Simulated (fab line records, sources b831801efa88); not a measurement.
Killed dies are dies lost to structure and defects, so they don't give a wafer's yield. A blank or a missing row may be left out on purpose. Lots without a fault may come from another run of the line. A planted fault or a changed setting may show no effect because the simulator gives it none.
fab line records | flow sky130
record lots=12 wafers=36 last_day=50
route steps=708 shown NWELL@78 LDD_HVN@277 LDD_HVP@286 LI_CONTACT@375
lots that met no fault: from a run of the same line without faults
start_h: hours from the record's first day to the start of the lot's first wafer shown | wait_h: hours since the lot's step before | " the same as in the row above | L1.1+2: a row that stands for several wafers | - no value, or no start given | * or withheld: withheld | < > ~ a bound
route shown NAME@n: a module of which the file shows steps, and the number in the route of the first | usual: mean/standard deviation of fault-free wafers | same: alike in all rows | chamber/n: place in a boat | sites: the reading at each site | _std_site: their standard deviation | _edge_site: outer sites' mean less inner sites' | radius_mm: how far each site lies from the wafer's centre | mask NAME#n: copy n | behind: the tool/chamber that last shaped the wafer | hold: why the lot was held/for how many hours/how that ended | device: the transistor (n, p or np) that didn't switch | end of line: the same wafers' tests at the end of the route | a step without rows: its recipe alone | killed: dies lost to structure and defects at the first sort, not the wafer's yield | map: a wafer's dies, x killed, . not, _ none there
set.NAME: the setting as run; set.NAME@STEP: as run at that earlier step | model.NAME: the simulator's own value behind a step, which no gauge read
steps of the route over a sample of lots; a table a step, a row a wafer
services: from which hour (start_h, from the record's first day; less than 0 if before it) a tool's chamber was out of use, for how many hours, and why
## steps
# step SKY_NWELL_STRIP_25
# recipe chemistry=O2/N2 power_w=1400 pressure_mtorr=1500 platen_temp_c=withheld o2_flow_sccm=3000 n2_flow_sccm=300 overash_fraction=0.5
# usual drypump_motor_current_A=5.87/0.28 oes_product_au=0.722/0.0046 strip_time_to_endpoint_s=36.99/0.14
# columns lot.wafer tool chamber start_h wait_h drypump_motor_current_A oes_product_au rf_hours_counter_h strip_time_to_endpoint_s
L862.1 plasma_asher-01 0 105.48 0.1 5.80 0.720 41 36.86
L862.3 " 1 " " 5.46 0.725 - 36.87
L862.5 " 0 " " 5.81 0.711 - 36.96
L863.1 plasma_asher-01 0 113.87 0.1 5.83 0.720 42 36.88
L863.4 " 1 " " 5.47 0.714 - 36.89
L863.6 " 1 " " 5.47 0.734 - 36.97
L864.1 plasma_asher-01 0 120.84 0.1 5.84 0.721 43 36.91
L864.2 " 1 " " 5.44 0.724 43 36.85
L864.5 " 1 " " 5.45 0.714 - 36.98
L876.1 plasma_asher-04 0 188.43 0.1 6.27 0.724 51 37.08
L876.3 " 0 " " 6.24 0.722 - 37.08
L876.6 " 0 " " 6.23 0.725 - 36.95
L877.3 plasma_asher-01 0 201.32 0.1 5.85 0.722 - 36.91
L877.4 " 1 " " 5.52 0.715 - 36.93
L877.5 " 1 " " 5.50 0.723 - 36.89
L879.1 plasma_asher-01 1 208.23 0.1 5.50 0.717 52 37.09
L879.4 " 1 " " 5.49 0.728 - 37.21
L879.5 " 1 " " 5.46 0.730 - 37.18
L880.3 plasma_asher-01 0 214.61 0.1 5.78 0.725 - 36.91
L880.4 " 1 " " 5.49 0.724 - 36.84
L880.5 " 1 " " 5.49 0.720 - 36.98
L881.3 plasma_asher-03 1 222.30 0.1 6.16 0.721 - 36.94
L881.4 " 0 " " 5.71 0.725 - 36.95
L881.6 " 1 " " 6.17 0.731 - 36.86
L882.1 plasma_asher-01 1 225.79 0.1 5.48 0.729 54 37.04
L882.3 " 1 " " 5.46 0.719 - 37.04
L882.5 " 1 " " 5.45 0.726 - 37.03
L883.1 plasma_asher-04 1 240.08 0.1 6.09 0.715 53 37.12
L883.4 " 1 " " 6.10 0.726 - 37.03
L883.6 " 1 " " 6.10 0.726 - 37.09
L884.1 plasma_asher-04 0 250.62 0.1 6.19 0.722 54 37.19
L884.5 " 0 " " 6.22 0.720 - 37.23
L884.6 " 1 " " 6.11 0.722 - 37.12
L885.3 plasma_asher-01 1 256.27 0.1 5.47 0.722 - 37.25
L885.4 " 0 " " 5.80 0.717 - 37.15
L885.5 " 0 " " 5.79 0.720 - 37.19
# step SKY_LDD_HVN_TW_MEAS_10
# usual LDD_HVN_TW=1429/10
# columns lot.wafer tool chamber start_h wait_h LDD_HVN_TW
L862.1 film_metro-02 - 466.03 0.1 1411
L862.3 " - " " 1412
L862.5 " - " " 1413
L863.1 film_metro-01 - 475.87 0.1 1438
L863.4 " - " " 1433
L863.6 " - " " 1443
L864.1 film_metro-02 - 489.32 0.1 1418
L864.2 " - " " 1429
L864.5 " - " " 1431
L876.1 film_metro-01 - 592.13 0.1 1448
L876.3 " - " " 1441
L876.6 " - " " 1432
L877.3 film_metro-03 - 605.74 0.1 1423
L877.4 " - " " 1423
L877.5 " - " " 1417
L879.1 film_metro-01 - 615.62 0.1 1441
L879.4 " - " " 1434
L879.5 " - " " 1435
L880.3 film_metro-03 - 621.08 0.1 1415
L880.4 " - " " 1421
L880.5 " - " " 1422
L881.3 film_metro-01 - 630.40 0.1 1431
L881.4 " - " " 1437
L881.6 " - " " 1433
L882.1 film_metro-01 - 636.68 0.1 1428
L882.3 " - " " 1432
L882.5 " - " " 1440
L883.1 film_metro-01 - 651.86 0.1 1440
L883.4 " - " " 1431
L883.6 " - " " 1436
L884.1 film_metro-01 - 665.81 0.1 1433
L884.5 " - " " 1438
L884.6 " - " " 1437
L885.3 film_metro-02 - 675.55 0.1 1414
L885.4 " - " " 1419
L885.5 " - " " 1418
# step SKY_LDD_HVP_IMPLANT_08
# recipe species=B energy_kev=20 dose_cm2=1.7e+13 tilt_deg=17.9
# usual beam_energy_keV=20.000/0.0063
# columns lot.wafer tool chamber start_h wait_h beam_energy_keV
L862.1 implanter-02 0 495.89 0.0 19.998
L862.3 " 0 " " 20.003
L862.5 " 0 " " 19.994
L863.1 implanter-02 0 506.24 0.0 19.998
L863.4 " 0 " " 19.995
L863.6 " 0 " " 20.001
L863.1 implanter-02 0 506.55 0.3 20.005
L863.4 " 0 " " 20.004
L863.6 " 0 " " 20.006
L864.1 implanter-04 0 520.23 0.0 19.998
L864.2 " 0 " " 20.000
L864.5 " 0 " " 19.999
L864.1 implanter-04 0 520.80 0.5 19.986
L864.2 " 0 " " 19.991
L864.5 " 0 " " 19.994
L876.1 implanter-01 0 621.23 0.0 19.997
L876.3 " 0 " " 19.999
L876.6 " 0 " " 20.013
L877.3 implanter-04 0 634.63 0.1 19.999
L877.4 " 0 " " 19.996
L877.5 " 0 " " 19.991
L879.1 implanter-02 0 643.82 0.0 19.990
L879.4 " 0 " " 20.008
L879.5 " 0 " " 19.998
L880.3 implanter-01 0 649.53 0.1 20.004
L880.4 " 0 " " 20.010
L880.5 " 0 " " 20.008
L881.3 implanter-04 0 658.54 0.1 19.995
L881.4 " 0 " " 19.997
L881.6 " 0 " " 19.996
L882.1 implanter-01 0 665.09 0.0 19.999
L882.3 " 0 " " 19.999
L882.5 " 0 " " 20.000
L883.1 implanter-04 0 679.97 0.0 19.996
L883.4 " 0 " " 19.993
L883.6 " 0 " " 20.007
L884.1 implanter-04 0 694.63 0.0 19.986
L884.5 " 0 " " 20.002
L884.6 " 0 " " 19.992
L885.3 implanter-01 0 703.58 0.1 20.002
L885.4 " 0 " " 20.002
L885.5 " 0 " " 20.006
# step SKY_LDD_HVP_TW_MEAS_10
# usual LDD_HVP_TW=456/4.6
# columns lot.wafer tool chamber start_h wait_h LDD_HVP_TW
L862.1 film_metro-03 - 496.14 0.1 454
L862.3 " - " " 454
L862.5 " - " " 455
L863.1 film_metro-04 - 506.80 0.1 570
L863.4 " - " " 572
L863.6 " - " " 570
L864.1 film_metro-02 - 521.16 0.1 558
L864.2 " - " " 559
L864.5 " - " " 559
L876.1 film_metro-03 - 621.48 0.1 449
L876.3 " - " " 454
L876.6 " - " " 450
L877.3 film_metro-03 - 634.85 0.1 460
L877.4 " - " " 460
L877.5 " - " " 460
L879.1 film_metro-02 - 644.07 0.1 453
L879.4 " - " " 449
L879.5 " - " " 448
L880.3 film_metro-02 - 649.75 0.1 451
L880.4 " - " " 452
L880.5 " - " " 454
L881.3 film_metro-02 - 658.76 0.1 451
L881.4 " - " " 452
L881.6 " - " " 453
L882.1 film_metro-03 - 665.34 0.1 455
L882.3 " - " " 458
L882.5 " - " " 458
L883.1 film_metro-03 - 680.22 0.1 456
L883.4 " - " " 459
L883.6 " - " " 456
L884.1 film_metro-02 - 694.88 0.1 449
L884.5 " - " " 448
L884.6 " - " " 453
L885.3 film_metro-02 - 703.80 0.1 451
L885.4 " - " " 454
L885.5 " - " " 453
# step SKY_LI_CONTACT_OVL_MEAS_13
# usual LI_CONTACT_OVL=0/6.2
# columns lot.wafer tool chamber start_h wait_h LI_CONTACT_OVL[nm]
L862.1 overlay-02 - 678.05 0.1 -9
L862.3 " - " " -2
L862.5 " - " " -6
L863.1 overlay-02 - 686.70 0.1 -2
L863.4 " - " " -4
L863.6 " - " " 0
L864.1 overlay-02 - 700.10 0.1 -4
L864.2 " - " " -3
L864.5 " - " " -1
L876.1 overlay-01 - 791.31 0.1 -4
L876.3 " - " " -9
L876.6 " - " " 5
L877.3 overlay-01 - 806.01 0.1 -7
L877.4 " - " " 2
L877.5 " - " " -1
L879.1 overlay-01 - 815.97 0.1 0
L879.4 " - " " -2
L879.5 " - " " -1
L880.3 overlay-02 - 817.17 0.1 7
L880.4 " - " " 4
L880.5 " - " " -8
L881.3 overlay-01 - 829.08 0.1 7
L881.4 " - " " -4
L881.6 " - " " 5
L882.1 overlay-01 - 835.31 0.1 -7
L882.3 " - " " -1
L882.5 " - " " 1
L883.1 overlay-01 - 846.50 0.1 4
L883.4 " - " " 5
L883.6 " - " " 3
L884.1 overlay-02 - 860.52 0.1 7
L884.5 " - " " 3
L884.6 " - " " 17
L885.3 overlay-02 - 867.77 0.1 2
L885.4 " - " " 2
L885.5 " - " " 3
## services
# columns tool chamber start_h hours kind
implanter-04 - 82.94 48.8 pm
implanter-04 - 149.99 5.5 repair
implanter-04 - 161.93 5.4 pm
plasma_asher-04 - 197.05 28.1 pm
implanter-02 - 215.14 4.4 repair
implanter-01 - 235.98 5.3 repair
implanter-04 - 262.56 2.2 repair
implanter-02 - 287.55 4.4 pm
implanter-02 - 304.46 1.5 repair
implanter-02 - 307.87 5.8 pm
plasma_asher-04 - 342.92 3.4 repair
plasma_asher-04 - 346.48 14.6 pm
implanter-02 - 394.68 4.4 repair
implanter-02 - 417.20 6.1 repair
implanter-04 - 423.47 4.1 pm
plasma_asher-01 - 473.88 1.2 repair
implanter-01 - 477.80 3.5 repair
implanter-04 - 486.94 24.7 repair
plasma_asher-01 - 491.65 4.8 repair
implanter-01 - 524.51 4.2 pm
plasma_asher-01 - 527.63 2.8 pm
implanter-04 - 608.93 2.4 repair
plasma_asher-01 - 661.18 11.0 repair
implanter-02 - 671.65 0.5 repair
## key
first_sign step=SKY_LDD_HVP_IMPLANT_08 reading=visit direction=added
effect step=SKY_LDD_HVP_TW_MEAS_10 reading=LDD_HVP_TW direction=up sigmas=24 usual=456 struck=565
met_at SKY_LDD_HVP_IMPLANT_08
struck_lots L863,L864
tester_left_out L863,L864
not_acting_at SKY_NWELL_STRIP_25,SKY_LDD_HVN_TW_MEAS_10,SKY_LI_CONTACT_OVL_MEAS_13
fault kind=repeated_step_whole tool=implanter-01,implanter-02,implanter-04 chamber=- onset_h=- steps=SKY_LDD_HVP_IMPLANT_08 times=1 scope=struck_lots_only
# tester_left_out: of these lots the tester's yield and bins aren't shown, on N5 and GAA mostly nor the transistor test; their killed dies are dies lost to structure and defects alone, not to doping, threshold or leakage, so they don't give the yield
